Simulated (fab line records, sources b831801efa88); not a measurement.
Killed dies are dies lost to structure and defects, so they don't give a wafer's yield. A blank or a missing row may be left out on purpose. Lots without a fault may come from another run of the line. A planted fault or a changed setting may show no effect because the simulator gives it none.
fab line records | flow gf180mcu
record lots=5 wafers=15 last_day=34
route steps=602 shown POLY_GATE@157 HV_LDD@176
lots that met no fault: from a run of the same line without faults
start_h: hours from the record's first day to the start of the lot's first wafer shown | wait_h: hours since the lot's step before | " the same as in the row above | L1.1+2: a row that stands for several wafers | - no value, or no start given | * or withheld: withheld | < > ~ a bound
route shown NAME@n: a module of which the file shows steps, and the number in the route of the first | usual: mean/standard deviation of fault-free wafers | same: alike in all rows | chamber/n: place in a boat | sites: the reading at each site | _std_site: their standard deviation | _edge_site: outer sites' mean less inner sites' | radius_mm: how far each site lies from the wafer's centre | mask NAME#n: copy n | behind: the tool/chamber that last shaped the wafer | hold: why the lot was held/for how many hours/how that ended | device: the transistor (n, p or np) that didn't switch | end of line: the same wafers' tests at the end of the route | a step without rows: its recipe alone | killed: dies lost to structure and defects at the first sort, not the wafer's yield | map: a wafer's dies, x killed, . not, _ none there
set.NAME: the setting as run; set.NAME@STEP: as run at that earlier step | model.NAME: the simulator's own value behind a step, which no gauge read
lots at some steps of the route; a table a step, a row a wafer
services: from which hour (start_h, from the record's first day; less than 0 if before it) a tool's chamber was out of use, for how many hours, and why
## steps
# step GF_POLY_GATE_CVD_00
# recipe material=poly-Si target_thk_nm=200 temp_c=620 time_s=1200 pressure_mtorr=200
# usual spike_tc_top_C=637.0/2.6 zone_power_bottom_pct=14.0/1.4
# same time_s=1200
# columns lot.wafer tool chamber start_h wait_h spike_tc_top_C zone_power_bottom_pct
L079.1 lpcvd-02 0 213.07 0.0 634.7 13.4
L079.2 " 0 " " 634.8 13.4
L079.3 " 0 " " 633.4 13.4
L088.1 lpcvd-02 0 274.70 0.0 634.8 13.0
L088.5 " 0 " " 635.4 13.0
L088.6 " 0 " " 634.2 13.3
L089.1 lpcvd-01 1 283.14 0.0 636.5 13.1
L089.2 " 1 " " 638.0 13.0
L089.5 " 1 " " 634.6 13.0
L096.1 lpcvd-02 0 332.41 0.0 632.9 13.2
L096.3 " 0 " " 634.8 13.2
L096.6 " 0 " " 635.5 13.4
L097.1 lpcvd-01 0 336.89 0.0 639.8 16.1
L097.3 " 0 " " 641.7 16.2
L097.5 " 0 " " 639.9 16.2
# step GF_POLY_GATE_THK_MEAS_01
# recipe reads=poly-Si_of_POLY_GATE_CVD_00
# usual POLY_GATE_CVD_00_THK=200.1/2
# columns lot.wafer tool chamber start_h wait_h POLY_GATE_CVD_00_THK[nm]
L079.1 film_metro-03 - 214.40 0.0 200.5
L079.2 " - " " 198.7
L079.3 " - " " 199.7
L088.1 film_metro-03 - 276.03 0.0 201.6
L088.5 " - " " 202.6
L088.6 " - " " 200.7
L089.1 film_metro-02 - 284.47 0.0 200.1
L089.2 " - " " 200.0
L089.5 " - " " 199.5
L096.1 film_metro-01 - 333.74 0.0 199.8
L096.3 " - " " 201.5
L096.6 " - " " 200.9
L097.1 film_metro-02 - 338.22 0.0 201.5
L097.3 " - " " 202.3
L097.5 " - " " 203.6
# step GF_POLY_GATE_DEHYDRATE_02
# recipe temp_c=200 time_s=60
# usual heater_power_total_W=160.37/0.13
# same time_s=60
# columns lot.wafer tool chamber start_h wait_h heater_power_total_W
L079.1 litho_track-03 0 222.54 8.1 160.17
L079.2 " 0 " " 160.56
L079.3 " 0 " " 160.35
L088.1 litho_track-02 0 285.60 9.6 160.42
L088.5 " 0 " " 160.40
L088.6 " 0 " " 160.59
L089.1 litho_track-02 0 293.75 9.3 160.25
L089.2 " 0 " " 160.21
L089.5 " 0 " " 160.66
L096.1 litho_track-03 0 343.29 9.5 160.36
L096.3 " 0 " " 160.29
L096.6 " 0 " " 160.40
L097.1 litho_track-02 0 348.35 10.1 160.35
L097.3 " 0 " " 160.60
L097.5 " 0 " " 160.22
# step GF_POLY_GATE_HMDS_03
# recipe prime_time_s=60 prime_temp_c=120
# columns lot.wafer tool chamber start_h wait_h
L079.1+2+3 litho_track-03 0 222.69 0.1
L088.1+5+6 litho_track-02 0 285.75 0.1
L089.1+2+5 litho_track-02 0 293.90 0.1
L096.1+3+6 litho_track-03 0 343.44 0.1
L097.1+3+5 litho_track-02 0 348.50 0.1
# step GF_POLY_GATE_COAT_04
# recipe resist=BARC temp_c=withheld time_s=withheld spin_rpm=withheld resist_thk_nm=withheld
# usual dispense_pressure_kPa=49/4.4
# columns lot.wafer tool chamber start_h wait_h dispense_pressure_kPa
L079.1 litho_track-03 0 222.84 0.1 51
L079.2 " 0 " " 51
L079.3 " 0 " " 51
L088.1 litho_track-02 0 285.90 0.1 44
L088.5 " 0 " " 44
L088.6 " 0 " " 44
L089.1 litho_track-02 0 294.05 0.1 44
L089.2 " 0 " " 44
L089.5 " 0 " " 44
L096.1 litho_track-03 0 343.59 0.1 51
L096.3 " 0 " " 51
L096.6 " 0 " " 51
L097.1 litho_track-02 0 348.65 0.1 44
L097.3 " 0 " " 44
L097.5 " 0 " " 44
# step GF_POLY_GATE_COAT_05
# recipe resist=KrF spin_rpm=withheld resist_thk_nm=700
# usual dispense_pressure_kPa=49/4.5
# columns lot.wafer tool chamber start_h wait_h dispense_pressure_kPa
L079.1 litho_track-03 0 - - 51
L079.2 " 0 " " 51
L079.3 " 0 " " 51
L088.1 litho_track-02 0 - - 44
L088.5 " 0 " " 44
L088.6 " 0 " " 44
L089.1 litho_track-02 0 - - 44
L089.2 " 0 " " 44
L089.5 " 0 " " 44
L096.1 litho_track-03 0 - - 51
L096.3 " 0 " " 51
L096.6 " 0 " " 51
L097.1 litho_track-02 0 - - 44
L097.3 " 0 " " 44
L097.5 " 0 " " 44
# step GF_POLY_GATE_SOFTBAKE_06
# recipe temp_c=130 time_s=60 resist=KrF
# usual heater_power_total_W=93.05/0.061
# same time_s=60
# columns lot.wafer tool chamber start_h wait_h heater_power_total_W
L079.1 litho_track-03 0 - - 93.05
L079.2 " 0 " " 93.01
L079.3 " 0 " " 93.00
L088.1 litho_track-02 0 - - 93.06
L088.5 " 0 " " 93.05
L088.6 " 0 " " 93.10
L089.1 litho_track-02 0 - - 92.97
L089.2 " 0 " " 93.06
L089.5 " 0 " " 93.06
L096.1 litho_track-03 0 - - 93.02
L096.3 " 0 " " 93.12
L096.6 " 0 " " 93.14
L097.1 litho_track-02 0 - - 93.09
L097.3 " 0 " " 93.05
L097.5 " 0 " " 93.13
# step GF_POLY_GATE_EXPOSE_07
# recipe mask_id=Poly2 target_cd_nm=280 na=0.68 source_shape=conventional sigma_outer=0.6 dose_mj=28
# columns lot.wafer tool chamber start_h wait_h mask
L079.1+2+3 krf_scanner-01 0 - - Poly2#0
L088.1+5+6 krf_scanner-02 0 - - Poly2#0
L089.1+2+5 krf_scanner-01 0 - - Poly2#0
L096.1+3+6 krf_scanner-02 0 - - Poly2#0
L097.1+3+5 krf_scanner-01 0 - - Poly2#0
# step GF_POLY_GATE_PEB_08
# recipe peb_temp_c=135 peb_time_s=90 resist=KrF
# usual heater_power_total_W=85.69/0.085
# columns lot.wafer tool chamber start_h wait_h heater_power_total_W
L079.1 litho_track-03 0 - - 85.73
L079.2 " 0 " " 85.66
L079.3 " 0 " " 85.84
L088.1 litho_track-03 0 - - 85.58
L088.5 " 0 " " 85.57
L088.6 " 0 " " 85.54
L089.1 litho_track-03 0 - - 85.73
L089.2 " 0 " " 85.55
L089.5 " 0 " " 85.60
L096.1 litho_track-01 0 - - 85.76
L096.3 " 0 " " 85.74
L096.6 " 0 " " 85.67
L097.1 litho_track-03 0 - - 85.71
L097.3 " 0 " " 85.78
L097.5 " 0 " " 85.55
# step GF_POLY_GATE_DEVELOP_09
# recipe develop_time_s=60 resist=KrF dev_temp_c=21
# columns lot.wafer tool chamber start_h wait_h
L079.1+2+3 litho_track-03 0 232.24 0.2
L088.1+5+6 litho_track-03 0 295.64 0.2
L089.1+2+5 litho_track-03 0 304.44 0.2
L096.1+3+6 litho_track-01 0 354.79 0.2
L097.1+3+5 litho_track-03 0 360.24 0.2
# step GF_POLY_GATE_CD_MEAS_10
# recipe target_cd_nm=280
# usual cd_nm=279.9/1.2
# columns lot.wafer tool chamber start_h wait_h cd_nm
L079.1 cd_sem-01 - 232.39 0.1 280.5
L079.2 " - " " 281.0
L079.3 " - " " 279.7
L088.1 cd_sem-01 - 295.79 0.1 280.6
L088.5 " - " " 282.5
L088.6 " - " " 281.8
L089.1 cd_sem-01 - 304.59 0.1 278.8
L089.2 " - " " 279.1
L089.5 " - " " 279.2
L096.1 cd_sem-02 - 354.94 0.1 280.5
L096.3 " - " " 280.0
L096.6 " - " " 280.3
L097.1 cd_sem-02 - 360.39 0.1 280.4
L097.3 " - " " 280.7
L097.5 " - " " 279.9
# step GF_POLY_GATE_OVL_MEAS_11
# usual POLY_GATE_OVL=0/5.3
# columns lot.wafer tool chamber start_h wait_h POLY_GATE_OVL[nm]
L079.1 overlay-02 - 232.51 0.1 2
L079.2 " - " " -10
L079.3 " - " " -3
L088.1 overlay-01 - 295.91 0.1 6
L088.5 " - " " 6
L088.6 " - " " 0
L089.1 overlay-01 - 304.71 0.1 -7
L089.2 " - " " 3
L089.5 " - " " 1
L096.1 overlay-02 - 355.06 0.1 -4
L096.3 " - " " -1
L096.6 " - " " 1
L097.1 overlay-01 - 360.51 0.1 -8
L097.3 " - " " -2
L097.5 " - " " -5
# step GF_POLY_GATE_ETCH_12
# recipe chemistry=N2/H2 target_depth_a=withheld overetch_a=withheld time_s=withheld target=BARC ion_energy_ev=200 source_w=500 bias_w=100 pressure_mtorr=30 n2_flow_sccm=100 h2_flow_sccm=200
# usual drypump_motor_current_A=5.5/0.39 oes_product_au=0.736/0.0049 throttle_valve_pct=13.214/0.0089
# columns lot.wafer tool chamber start_h wait_h drypump_motor_current_A oes_product_au throttle_valve_pct
L079.1 rie_diel-03 0 232.54 0.0 4.7 0.741 13.222
L079.2 " 2 " " 6.0 0.739 13.239
L079.3 " 3 " " 5.8 0.733 13.225
L088.1 rie_diel-03 0 295.94 0.0 4.7 0.723 13.206
L088.5 " 1 " " 5.6 0.739 13.213
L088.6 " 2 " " 6.0 0.736 13.203
L089.1 rie_diel-01 0 304.75 0.0 5.8 0.730 13.210
L089.2 " 3 " " 5.5 0.738 13.221
L089.5 " 0 " " 5.8 0.739 13.219
L096.1 rie_diel-04 0 355.10 0.0 5.8 0.742 13.222
L096.3 " 1 " " 5.8 0.733 13.201
L096.6 " 2 " " 5.5 0.738 13.211
L097.1 rie_diel-03 1 360.54 0.0 5.7 0.731 13.205
L097.3 " 3 " " 5.8 0.733 13.205
L097.5 " 3 " " 5.8 0.738 13.206
# step GF_POLY_GATE_ETCH_13
# recipe target=poly-Si target_depth_nm=198.5 stop_on=SiO2 over_etch_frac=0.403 chemistry=HBr/Cl2 icp_w=400 bias_w=100 pressure_mtorr=10 HBr_flow_sccm=150 Cl2_flow_sccm=50 time_s=69.6
# usual drypump_motor_current_A=5.7/0.45 oes_product_au=0.991/0.0065 throttle_valve_pct=33.684/0.0089
# same time_s=69.6
# columns lot.wafer tool chamber start_h wait_h drypump_motor_current_A oes_product_au rf_hours_counter_h throttle_valve_pct
L079.1 rie_si-01 0 232.59 - 4.9 0.996 22 33.685
L079.2 " 3 " " 5.4 0.988 35 33.682
L079.3 " 1 " " 5.5 0.989 1 33.677
L088.1 rie_si-02 0 295.99 - 6.3 0.992 9 33.678
L088.5 " 3 " " 5.8 0.991 - 33.673
L088.6 " 2 " " 5.7 0.985 - 33.696
L089.1 rie_si-01 3 304.80 - 5.4 0.988 36 33.685
L089.2 " 1 " " 5.5 0.995 2 33.697
L089.5 " 3 " " 5.4 0.984 - 33.667
L096.1 rie_si-02 1 355.15 - 5.9 0.992 7 33.693
L096.3 " 3 " " 5.7 0.990 5 33.689
L096.6 " 0 " " 6.4 0.992 - 33.693
L097.1 rie_si-01 1 360.59 - 5.5 0.994 2 33.687
L097.3 " 2 " " 6.2 1.002 1 33.686
L097.5 " 2 " " 6.2 0.992 - 33.675
# step GF_POLY_GATE_STRIP_14
# recipe chemistry=O2/N2 power_w=1400 pressure_mtorr=1500 platen_temp_c=250 o2_flow_sccm=3000 n2_flow_sccm=300 overash_fraction=0.5
# usual drypump_motor_current_A=5.6/0.34 heater_power_w=331/43 oes_product_au=0.505/0.0041
# columns lot.wafer tool chamber start_h wait_h drypump_motor_current_A heater_power_w oes_product_au rf_hours_counter_h
L079.1 plasma_asher-02 1 232.65 0.0 5.4 398 0.509 60
L079.2 " 0 " " 5.7 299 0.506 60
L079.3 " 0 " " 5.8 295 0.503 -
L088.1 plasma_asher-03 1 296.05 0.0 5.3 338 0.506 53
L088.5 " 0 " " 6.0 360 0.507 -
L088.6 " 1 " " 5.3 343 0.499 -
L089.1 plasma_asher-02 0 304.85 0.0 5.8 295 0.495 67
L089.2 " 1 " " 5.5 408 0.506 67
L089.5 " 0 " " 5.8 289 0.502 -
L096.1 plasma_asher-01 1 355.21 0.0 5.3 320 0.504 24
L096.3 " 1 " " 5.3 329 0.508 -
L096.6 " 1 " " 5.3 333 0.510 -
L097.1 plasma_asher-01 1 360.65 0.0 5.2 334 0.508 25
L097.3 " 1 " " 5.2 328 0.507 -
L097.5 " 0 " " 6.1 270 0.510 -
# step GF_POLY_GATE_CLEAN_15
# recipe chemistry=SC1/SC2 mix=1:4:20 temp_c=70 time_s=150 dry=n2_spin
# usual bath_guard_temp_C=69.8/0.34
# same time_s=150
# columns lot.wafer tool chamber start_h wait_h bath_guard_temp_C
L079.1 wet_bench-04 3 232.75 0.1 70.3
L079.2 " 3 " " 70.5
L079.3 " 3 " " 70.1
L088.1 wet_bench-01 1 296.15 0.1 69.2
L088.5 " 1 " " 69.9
L088.6 " 1 " " 69.8
L089.1 wet_bench-04 0 304.95 0.1 70.5
L089.2 " 0 " " 70.4
L089.5 " 0 " " 70.0
L096.1 wet_bench-01 1 355.39 0.2 70.0
L096.3 " 1 " " 69.6
L096.6 " 1 " " 69.8
L097.1 wet_bench-03 0 360.75 0.1 69.5
L097.3 " 0 " " 69.6
L097.5 " 0 " " 69.5
# step GF_POLY_GATE_OXIDATION_16
# recipe temp_c=850 ambient=O2 stabilise_s=600 purge_s=300 target_thk_a=40 ox_time_s=899
# usual spike_tc_top_C=862.7/1.1 zone_power_bottom_pct=28.1/0.92
# same stabilise_s=600
# columns lot.wafer tool chamber start_h wait_h spike_tc_top_C zone_power_bottom_pct
L079.1 furnace-02 0 234.33 1.5 863.5 27.0
L079.2 " 0 " " 864.1 27.9
L079.3 " 0 " " 861.5 27.2
L088.1 furnace-01 0 296.51 0.3 861.3 29.3
L088.5 " 0 " " 862.8 28.8
L088.6 " 0 " " 863.0 28.8
L089.1 furnace-02 0 305.00 0.0 862.2 27.4
L089.2 " 0 " " 863.4 27.1
L089.5 " 0 " " 862.2 27.9
L096.1 furnace-02 0 355.45 0.0 862.0 27.3
L096.3 " 0 " " 863.0 27.3
L096.6 " 0 " " 861.9 27.5
L097.1 furnace-01 0 360.96 0.2 861.7 29.3
L097.3 " 0 " " 861.8 29.4
L097.5 " 0 " " 861.6 28.8
# step GF_POLY_GATE_THK_MEAS_17
# recipe reads=SiO2_of_POLY_GATE_OXIDATION_16
# usual POLY_GATE_OXIDATION_THK=4.00/0.081
# columns lot.wafer tool chamber start_h wait_h POLY_GATE_OXIDATION_THK[nm]
L079.1 film_metro-02 - 235.58 0.0 4.05
L079.2 " - " " 4.07
L079.3 " - " " 4.02
L088.1 film_metro-03 - 297.76 0.0 4.01
L088.5 " - " " 4.03
L088.6 " - " " 4.01
L089.1 film_metro-02 - 306.25 0.0 3.88
L089.2 " - " " 3.98
L089.5 " - " " 3.90
L096.1 film_metro-02 - 356.70 0.0 3.88
L096.3 " - " " 3.93
L096.6 " - " " 3.89
L097.1 film_metro-02 - 362.21 0.0 3.92
L097.3 " - " " 3.92
L097.5 " - " " 3.90
# step GF_POLY_GATE_CD_MEAS_18
# usual cd_nm=280.0/1.5
# columns lot.wafer tool chamber start_h wait_h cd_nm
L079.1 cd_sem-01 - 235.64 0.1 280.4
L079.2 " - " " 281.1
L079.3 " - " " 277.4
L088.1 cd_sem-02 - 297.82 0.1 280.9
L088.5 " - " " 282.1
L088.6 " - " " 282.9
L089.1 cd_sem-01 - 306.31 0.1 280.8
L089.2 " - " " 278.0
L089.5 " - " " 280.0
L096.1 cd_sem-02 - 356.76 0.1 282.4
L096.3 " - " " 280.8
L096.6 " - " " 281.3
L097.1 cd_sem-01 - 362.27 0.1 280.1
L097.3 " - " " 280.8
L097.5 " - " " 280.1
# step GF_HV_LDD_DEHYDRATE_00
# recipe temp_c=200 time_s=60
# usual heater_power_total_W=160.38/0.12
# same time_s=60
# columns lot.wafer tool chamber start_h wait_h heater_power_total_W
L079.1 litho_track-02 0 244.35 8.7 160.50
L079.2 " 0 " " 160.38
L079.3 " 0 " " 160.39
L088.1 litho_track-01 0 308.04 10.2 160.30
L088.5 " 0 " " 160.42
L088.6 " 0 " " 160.50
L089.1 litho_track-04 0 316.07 9.7 160.50
L089.2 " 0 " " 160.39
L089.5 " 0 " " 160.31
L096.1 litho_track-04 0 367.17 10.4 160.37
L096.3 " 0 " " 160.55
L096.6 " 0 " " 160.43
L097.1 litho_track-01 0 372.39 10.1 160.31
L097.3 " 0 " " 160.62
L097.5 " 0 " " 160.41
# step GF_HV_LDD_HMDS_01
# recipe prime_time_s=60 prime_temp_c=120
# columns lot.wafer tool chamber start_h wait_h
L079.1+2+3 litho_track-02 0 244.50 0.1
L088.1+5+6 litho_track-01 0 308.19 0.1
L089.1+2+5 litho_track-04 0 316.22 0.1
L096.1+3+6 litho_track-04 0 367.32 0.1
L097.1+3+5 litho_track-01 0 372.54 0.1
# step GF_HV_LDD_COAT_02
# recipe resist=NOVOLAK spin_rpm=3000 resist_thk_nm=1000
# usual dispense_pressure_kPa=49/4.8
# columns lot.wafer tool chamber start_h wait_h dispense_pressure_kPa
L079.1 litho_track-02 0 244.65 0.1 44
L079.2 " 0 " " 44
L079.3 " 0 " " 44
L088.1 litho_track-01 0 308.34 0.1 55
L088.5 " 0 " " 55
L088.6 " 0 " " 55
L089.1 litho_track-04 0 316.37 0.1 48
L089.2 " 0 " " 48
L089.5 " 0 " " 48
L096.1 litho_track-04 0 367.47 0.1 48
L096.3 " 0 " " 48
L096.6 " 0 " " 48
L097.1 litho_track-01 0 372.69 0.1 55
L097.3 " 0 " " 55
L097.5 " 0 " " 55
# step GF_HV_LDD_SOFTBAKE_03
# recipe temp_c=90 time_s=60 resist=NOVOLAK
# usual heater_power_total_W=56.60/0.046
# same time_s=60
# columns lot.wafer tool chamber start_h wait_h heater_power_total_W
L079.1 litho_track-02 0 244.80 0.1 56.59
L079.2 " 0 " " 56.62
L079.3 " 0 " " 56.53
L088.1 litho_track-01 0 308.49 0.1 56.58
L088.5 " 0 " " 56.60
L088.6 " 0 " " 56.64
L089.1 litho_track-04 0 316.52 0.1 56.59
L089.2 " 0 " " 56.64
L089.5 " 0 " " 56.62
L096.1 litho_track-04 0 367.62 0.1 56.60
L096.3 " 0 " " 56.56
L096.6 " 0 " " 56.54
L097.1 litho_track-01 0 372.84 0.1 56.55
L097.3 " 0 " " 56.55
L097.5 " 0 " " 56.61
# step GF_HV_LDD_EXPOSE_04
# recipe mask_id=Nplus_LV_AREA target_cd_nm=400 na=0.6 source_shape=conventional sigma_outer=0.6 dose_mj=140
# columns lot.wafer tool chamber start_h wait_h mask
L079.1+2+3 iline_stepper-01 0 - - Nplus_LV_AREA#0
L088.1+5+6 iline_stepper-01 0 - - Nplus_LV_AREA#0
L089.1+2+5 iline_stepper-02 0 - - Nplus_LV_AREA#0
L096.1+3+6 iline_stepper-02 0 - - Nplus_LV_AREA#0
L097.1+3+5 iline_stepper-02 0 - - Nplus_LV_AREA#0
# step GF_HV_LDD_PEB_05
# recipe temp_c=withheld time_s=* resist=NOVOLAK
# same time_s=*
# columns lot.wafer tool chamber start_h wait_h
L079.1+2+3 litho_track-02 0 - -
L088.1+5+6 litho_track-04 0 - -
L089.1+2+5 litho_track-02 0 - -
L096.1+3+6 litho_track-01 0 - -
L097.1+3+5 litho_track-02 0 - -
# step GF_HV_LDD_DEVELOP_06
# recipe develop_time_s=60 dev_temp_c=23
# columns lot.wafer tool chamber start_h wait_h
L079.1+2+3 litho_track-02 0 253.80 0.1
L088.1+5+6 litho_track-04 0 318.47 0.1
L089.1+2+5 litho_track-02 0 327.00 0.1
L096.1+3+6 litho_track-01 0 378.84 0.1
L097.1+3+5 litho_track-02 0 383.95 0.1
# step GF_HV_LDD_CD_MEAS_07
# recipe target_cd_nm=400
# usual cd_nm=400.0/1.7
# columns lot.wafer tool chamber start_h wait_h cd_nm
L079.1 cd_sem-01 - 253.95 0.1 400.3
L079.2 " - " " 400.4
L079.3 " - " " 398.5
L088.1 cd_sem-02 - 318.62 0.1 399.9
L088.5 " - " " 400.9
L088.6 " - " " 402.0
L089.1 cd_sem-02 - 327.15 0.1 401.7
L089.2 " - " " 403.0
L089.5 " - " " 400.2
L096.1 cd_sem-01 - 378.99 0.1 401.0
L096.3 " - " " 400.8
L096.6 " - " " 400.0
L097.1 cd_sem-02 - 384.10 0.1 401.6
L097.3 " - " " 399.3
L097.5 " - " " 400.3
# step GF_HV_LDD_OVL_MEAS_08
# usual HV_LDD_OVL=-0.4/1.5
# columns lot.wafer tool chamber start_h wait_h HV_LDD_OVL[nm]
L079.1 overlay-02 - 254.07 0.1 1.5
L079.2 " - " " 0.8
L079.3 " - " " 0.0
L088.1 overlay-01 - 318.74 0.1 -3.0
L088.5 " - " " -2.1
L088.6 " - " " 0.5
L089.1 overlay-01 - 327.27 0.1 -5.6
L089.2 " - " " -2.1
L089.5 " - " " -1.4
L096.1 overlay-02 - 379.14 0.1 0.1
L096.3 " - " " 0.0
L096.6 " - " " -1.7
L097.1 overlay-02 - 384.22 0.1 1.0
L097.3 " - " " 0.8
L097.5 " - " " -0.8
# step GF_HV_LDD_IMPLANT_09
# recipe species=As energy_kev=40 dose_cm2=1e+14 tilt_deg=7
# same implant_ion_amu=75
# columns lot.wafer tool chamber start_h wait_h
L079.1+2+3 implanter-01 0 254.11 0.0
L088.1+5+6 implanter-04 0 318.78 0.0
L089.1+2+5 implanter-04 0 327.31 0.0
L096.1+3+6 implanter-03 0 379.18 0.0
L097.1+3+5 implanter-04 0 384.26 0.0
# step GF_HV_LDD_STRIP_10
# recipe chemistry=O2/N2 power_w=1400 pressure_mtorr=1500 platen_temp_c=250 o2_flow_sccm=3000 n2_flow_sccm=300 overash_fraction=0.5
# usual drypump_motor_current_A=5.8/0.45 heater_power_w=319/31 oes_product_au=0.716/0.0049 strip_time_to_endpoint_s=12.64/0.038
# columns lot.wafer tool chamber start_h wait_h drypump_motor_current_A heater_power_w oes_product_au rf_hours_counter_h strip_time_to_endpoint_s
L079.1 plasma_asher-03 1 254.26 0.1 5.3 356 0.720 48 12.63
L079.2 " 0 " " 6.0 358 0.714 48 12.65
L079.3 " 1 " " 5.3 344 0.717 - 12.67
L088.1 plasma_asher-04 0 318.93 0.1 5.8 328 0.709 68 12.61
L088.5 " 1 " " 6.5 318 0.727 - 12.63
L088.6 " 0 " " 5.8 330 0.717 - 12.58
L089.1 plasma_asher-01 0 327.46 0.1 6.1 267 0.721 22 12.61
L089.2 " 1 " " 5.2 333 0.721 22 12.59
L089.5 " 0 " " 6.1 271 0.711 - 12.63
L096.1 plasma_asher-03 0 379.33 0.1 6.0 364 0.704 61 12.57
L096.3 " 0 " " 6.0 368 0.722 - 12.59
L096.6 " 0 " " 6.0 370 0.716 - 12.58
L097.1 plasma_asher-01 0 384.41 0.1 6.1 269 0.714 27 12.59
L097.3 " 0 " " 6.1 265 0.714 - 12.58
L097.5 " 0 " " 6.1 272 0.712 - 12.60
# step GF_HV_LDD_TW_MEAS_11
# usual HV_LDD_TW=2417/18
# columns lot.wafer tool chamber start_h wait_h HV_LDD_TW
L079.1 film_metro-03 - 254.36 0.1 2410
L079.2 " - " " 2411
L079.3 " - " " 2414
L088.1 film_metro-01 - 319.03 0.1 2450
L088.5 " - " " 2436
L088.6 " - " " 2442
L089.1 film_metro-01 - 327.56 0.1 2428
L089.2 " - " " 2436
L089.5 " - " " 2427
L096.1 film_metro-03 - 379.43 0.1 2406
L096.3 " - " " 2400
L096.6 " - " " 2377
L097.1 film_metro-01 - 384.51 0.1 2430
L097.3 " - " " 2438
L097.5 " - " " 2437
# step GF_HV_LDD_DEHYDRATE_12
# recipe temp_c=200 time_s=60
# usual heater_power_total_W=160.37/0.13
# same time_s=60
# columns lot.wafer tool chamber start_h wait_h heater_power_total_W
L079.1 litho_track-02 0 263.40 9.0 160.35
L079.2 " 0 " " 160.49
L079.3 " 0 " " 160.33
L088.1 litho_track-04 0 329.32 10.3 160.28
L088.5 " 0 " " 160.12
L088.6 " 0 " " 160.53
L089.1 litho_track-02 0 337.30 9.7 160.56
L089.2 " 0 " " 160.48
L089.5 " 0 " " 160.31
L096.1 litho_track-02 0 389.75 10.3 160.30
L096.3 " 0 " " 160.26
L096.6 " 0 " " 160.41
L097.1 litho_track-04 0 395.42 10.9 160.43
L097.3 " 0 " " 160.50
L097.5 " 0 " " 160.22
# step GF_HV_LDD_HMDS_13
# recipe prime_time_s=60 prime_temp_c=120
# columns lot.wafer tool chamber start_h wait_h
L079.1+2+3 litho_track-02 0 263.55 0.1
L088.1+5+6 litho_track-04 0 329.47 0.1
L089.1+2+5 litho_track-02 0 337.45 0.1
L096.1+3+6 litho_track-02 0 389.90 0.1
L097.1+3+5 litho_track-04 0 395.57 0.1
# step GF_HV_LDD_COAT_14
# recipe resist=NOVOLAK spin_rpm=3000 resist_thk_nm=1000
# usual dispense_pressure_kPa=47/4.3
# columns lot.wafer tool chamber start_h wait_h dispense_pressure_kPa
L079.1 litho_track-02 0 263.70 0.1 44
L079.2 " 0 " " 44
L079.3 " 0 " " 44
L088.1 litho_track-04 0 329.62 0.1 48
L088.5 " 0 " " 48
L088.6 " 0 " " 48
L089.1 litho_track-02 0 337.60 0.1 44
L089.2 " 0 " " 44
L089.5 " 0 " " 44
L096.1 litho_track-02 0 390.05 0.1 44
L096.3 " 0 " " 44
L096.6 " 0 " " 44
L097.1 litho_track-04 0 395.72 0.1 48
L097.3 " 0 " " 48
L097.5 " 0 " " 48
# step GF_HV_LDD_SOFTBAKE_15
# recipe temp_c=90 time_s=60 resist=NOVOLAK
# usual heater_power_total_W=56.59/0.044
# same time_s=60
# columns lot.wafer tool chamber start_h wait_h heater_power_total_W
L079.1 litho_track-02 0 263.85 0.1 56.63
L079.2 " 0 " " 56.64
L079.3 " 0 " " 56.62
L088.1 litho_track-04 0 329.77 0.1 56.64
L088.5 " 0 " " 56.57
L088.6 " 0 " " 56.57
L089.1 litho_track-02 0 337.75 0.1 56.60
L089.2 " 0 " " 56.68
L089.5 " 0 " " 56.59
L096.1 litho_track-02 0 390.20 0.1 56.59
L096.3 " 0 " " 56.56
L096.6 " 0 " " 56.53
L097.1 litho_track-04 0 395.87 0.1 56.52
L097.3 " 0 " " 56.60
L097.5 " 0 " " 56.47
# step GF_HV_LDD_EXPOSE_16
# recipe mask_id=Pplus_LV_AREA target_cd_nm=400 na=0.6 source_shape=conventional sigma_outer=0.6 dose_mj=140
# columns lot.wafer tool chamber start_h wait_h mask
L079.1+2+3 iline_stepper-02 0 - - Pplus_LV_AREA#0
L088.1+5+6 iline_stepper-02 0 - - Pplus_LV_AREA#0
L089.1+2+5 iline_stepper-02 0 - - Pplus_LV_AREA#0
L096.1+3+6 iline_stepper-02 0 - - Pplus_LV_AREA#0
L097.1+3+5 iline_stepper-01 0 - - Pplus_LV_AREA#0
# step GF_HV_LDD_PEB_17
# recipe temp_c=withheld time_s=* resist=NOVOLAK
# same time_s=*
# columns lot.wafer tool chamber start_h wait_h
L079.1+2+3 litho_track-04 0 - -
L088.1+5+6 litho_track-02 0 - -
L089.1+2+5 litho_track-02 0 - -
L096.1+3+6 litho_track-01 0 - -
L097.1+3+5 litho_track-02 0 - -
# step GF_HV_LDD_DEVELOP_18
# recipe develop_time_s=60 dev_temp_c=23
# columns lot.wafer tool chamber start_h wait_h
L079.1+2+3 litho_track-04 0 272.77 0.1
L088.1+5+6 litho_track-02 0 340.40 0.1
L089.1+2+5 litho_track-02 0 348.20 0.1
L096.1+3+6 litho_track-01 0 401.74 0.1
L097.1+3+5 litho_track-02 0 407.35 0.1
# step GF_HV_LDD_CD_MEAS_19
# recipe target_cd_nm=400
# usual cd_nm=399.6/2.3
# columns lot.wafer tool chamber start_h wait_h cd_nm
L079.1 cd_sem-02 - 272.92 0.1 401.3
L079.2 " - " " 400.2
L079.3 " - " " 400.1
L088.1 cd_sem-01 - 340.55 0.1 401.4
L088.5 " - " " 401.7
L088.6 " - " " 402.0
L089.1 cd_sem-01 - 348.35 0.1 399.6
L089.2 " - " " 400.6
L089.5 " - " " 400.3
L096.1 cd_sem-02 - 401.89 0.1 395.9
L096.3 " - " " 398.1
L096.6 " - " " 398.9
L097.1 cd_sem-01 - 407.50 0.1 397.4
L097.3 " - " " 400.1
L097.5 " - " " 399.7
## services
# columns tool chamber start_h hours kind
iline_stepper-01 - 201.21 1.7 pm
krf_scanner-02 - 204.58 0.5 repair
krf_scanner-01 - 205.29 1.3 pm
implanter-04 - 207.06 17.3 pm
krf_scanner-01 - 214.86 0.7 repair
iline_stepper-01 - 216.96 2.1 pm
plasma_asher-03 - 223.86 2.8 pm
furnace-02 - 228.07 3.7 pm
rie_si-01 2 245.18 20.4 repair
rie_diel-03 0 246.12 6.5 repair
implanter-04 - 259.88 14.8 repair
rie_si-01 1 284.93 7.4 repair
rie_diel-03 1 293.92 1.3 repair
iline_stepper-02 - 309.18 1.7 pm
krf_scanner-01 - 310.01 1.0 pm
rie_diel-03 - 322.42 0.5 repair
krf_scanner-01 - 347.59 0.8 pm
plasma_asher-01 - 363.71 1.3 repair
furnace-02 - 368.39 1.9 pm
iline_stepper-02 - 369.93 2.1 pm
iline_stepper-02 - 380.24 4.4 pm
krf_scanner-01 - 381.19 1.3 pm
furnace-02 - 395.23 4.1 pm
rie_diel-03 0 406.78 4.5 repair
## key
fault none
